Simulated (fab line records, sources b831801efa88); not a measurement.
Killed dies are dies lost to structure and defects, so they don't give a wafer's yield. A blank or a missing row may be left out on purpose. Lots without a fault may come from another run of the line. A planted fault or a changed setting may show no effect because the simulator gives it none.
Chamber matching | flow gf180mcu | GF_V3_CMP_04 on cmp-01: 4 sister chambers
The step polishes SiO2. 8 wafers are shown with their chamber, then 8 later ones without.

WAFERS WITH THEIR CHAMBER
wafer  | chamber | motor_current_A (A) | time_to_endpoint_s (s)
L484.4 | 3       | 10.1                | 70
L489.4 | 0       | 12.9                | 89
L494.2 | 1       | 13.3                | 78
L494.5 | 1       | 13.1                | 82
L495.2 | 2       | 12.3                | 81
L495.3 | 0       | 12.4                | 83
L495.4 | 3       | 10.4                | 77
L496.3 | 2       | 12.1                | 80

WAFERS WITHOUT THEIR CHAMBER
wafer  | motor_current_A (A) | time_to_endpoint_s (s)
L496.5 | 13.0                | 70
L496.6 | 12.9                | 78
L497.3 | 13.1                | 69
L497.5 | 12.3                | 80
L497.6 | 12.2                | 83
L499.2 | 12.4                | 62
L499.4 | 10.3                | 66
L499.6 | 9.6                 | 74

WHICH CHAMBER EACH WENT THROUGH
wafer  | from the rows above          | in truth
L496.5 | can't be placed: 1 or 2 or 0 | 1
L496.6 | can't be placed: 1 or 0 or 2 | 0
L497.3 | can't be placed: 1 or 2      | 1
L497.5 | can't be placed: 2 or 0      | 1
L497.6 | can't be placed: 2 or 0      | 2
L499.2 | can't be placed: 2 or 1 or 0 | 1
L499.4 | 3                            | 3
L499.6 | 3                            | 3
Placed correctly: 2 of 8. Can't be placed from these rows: 6 (the true chamber is among the candidates in 5). Placed wrongly: 0.
How it was worked out, from the rows above alone: a wafer's distance from a chamber is the root of the sum, over the readings, of the square of ((its reading less the chamber's mean) divided by the reading's scatter). The wafer belongs to the nearest chamber; if the next one is less than 2 further off, it can't be placed. A chamber's mean is the mean of its shown wafers. The scatter: the root of (the sum of the squares of (reading less its chamber's mean) over the shown wafers, divided by (wafers less chambers)).
